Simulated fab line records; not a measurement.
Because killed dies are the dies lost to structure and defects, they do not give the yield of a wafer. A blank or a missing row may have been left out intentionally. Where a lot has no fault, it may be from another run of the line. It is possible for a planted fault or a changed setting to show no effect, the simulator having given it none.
Which tool did it?    flow sky130    12 lots, 36 wafers sampled, at 3 steps of a route of 708

WHAT THE GAUGES SHOWED, per wafer
SKY_METAL3_OVL_MEAS_14. Usual: METAL3_OVL gives -1 nm (standard deviation 6.5).
lot   measured      on          METAL3_OVL (nm)  flag
L155  day 38 15:41  overlay-01  10 15 6          
L157  day 39 01:47  overlay-01  1 -4 3           
L156  day 39 01:58  overlay-02  -8 -2 -16        
L166  day 41 20:01  overlay-02  -8 -6 -6         
L167  day 42 06:20  overlay-02  0 -2 7           
L168  day 42 08:47  overlay-02  13 13 3          
L169  day 42 18:46  overlay-02  -2 -8 -2         
L171  day 43 16:30  overlay-02  5 10 9           
L175  day 44 14:22  overlay-01  -10 3 -12        
L174  day 44 16:07  overlay-01  -9 -3 -4         
L177  day 44 19:35  overlay-01  -10 -1 -10       
L178  day 45 00:07  overlay-01  5 -5 4           

WHICH TOOL RAN EACH LOT (tool, then ch and the chambers of the sampled wafers, then the start)
lot   SKY_METAL3_SPUTTER_02        SKY_METAL3_DEVELOP_12
L155  pvdSputter-01, day 36 12:27  lithoTrack-03 ch 0, day 38 15:00
L157  pvdSputter-01, day 36 20:58  lithoTrack-01 ch 0, day 39 01:00
L156  pvdSputter-02, day 36 21:46  lithoTrack-03 ch 0, day 39 01:00
L166  pvdSputter-03, day 39 18:27  lithoTrack-01 ch 0, day 41 19:00
L167  pvdSputter-02, day 40 05:20  lithoTrack-01 ch 0, day 42 06:00
L168  pvdSputter-01, day 40 08:43  lithoTrack-03 ch 0, day 42 08:00
L169  pvdSputter-03, day 40 17:55  lithoTrack-02 ch 0, day 42 18:00
L171  pvdSputter-01, day 41 17:59  lithoTrack-03 ch 0, day 43 16:00
L175  pvdSputter-02, day 42 15:43  lithoTrack-02 ch 0, day 44 14:00
L174  pvdSputter-02, day 42 18:04  lithoTrack-02 ch 0, day 44 15:00
L177  pvdSputter-01, day 42 21:56  lithoTrack-01 ch 0, day 44 19:00
L178  pvdSputter-02, day 43 02:23  lithoTrack-02 ch 0, day 44 23:00
- SKY_METAL3_SPUTTER_02: material AlCu, target thk 735 nm, time 39.1 s.
- SKY_METAL3_DEVELOP_12: develop time 60 s.

WHAT THE TOOLS THEMSELVES READ (means of the sampled wafers that have a number; where no wafer has one, the mark that the record gives instead)
SKY_METAL3_SPUTTER_02. Usual: throttleValvePct reads 30.0 % (standard deviation 1.3).
lot   tool           throttleValvePct (%)  flag
L155  pvdSputter-01  28.6                  
L157  pvdSputter-01  29.4                  
L156  pvdSputter-02  30.0                  
L166  pvdSputter-03  29.6                  
L167  pvdSputter-02  29.9                  
L168  pvdSputter-01  28.4                  
L169  pvdSputter-03  30.3                  
L171  pvdSputter-01  30.3                  
L175  pvdSputter-02  30.2                  
L174  pvdSputter-02  29.9                  
L177  pvdSputter-01  30.5                  
L178  pvdSputter-02  30.2                  

SKY_METAL3_DEVELOP_12. Usual: developerTempC 21.01 C, standard deviation 0.11; exhaustPa 45.0 Pa, standard deviation 0.89.
lot   tool           developerTempC (C)  exhaustPa (Pa)  flag
L155  lithoTrack-03  20.92               45.6            
L157  lithoTrack-01  20.95               45.1            
L156  lithoTrack-03  20.95               45.1            
L166  lithoTrack-01  21.63               44.6            OFF
L167  lithoTrack-01  21.66               46.1            OFF
L168  lithoTrack-03  20.98               45.1            
L169  lithoTrack-02  21.02               45.1            
L171  lithoTrack-03  21.07               44.1            
L175  lithoTrack-02  21.08               44.7            
L174  lithoTrack-02  21.05               44.7            
L177  lithoTrack-01  21.00               44.9            
L178  lithoTrack-02  20.94               45.8            

THE ANSWER, worked out from the rows above alone
Rule: a lot counts as off when the mean over its wafers that have a number is more than 3 standard deviations away from the usual mean. A lot without any number at a reading at which 4 lots or more have one is off too. Where the step has rows for the other lots, those lots are counted as sound. The gauges are gone through in route order, then the tools' own readings, and for those a lot's mean is taken as printed above. The first step at which some lot is off is used, and at that step the reading that is off furthest; a lot without a number counts as furthest.
Off: L166, L167, at SKY_METAL3_DEVELOP_12 (developerTempC).
If a tool, at that step or one of the process steps before it, ran each lot that is off and ran no sound lot following the first of them, it fits. None of those tried fits.

WHAT WAS PUT IN BY THE SIMULATOR
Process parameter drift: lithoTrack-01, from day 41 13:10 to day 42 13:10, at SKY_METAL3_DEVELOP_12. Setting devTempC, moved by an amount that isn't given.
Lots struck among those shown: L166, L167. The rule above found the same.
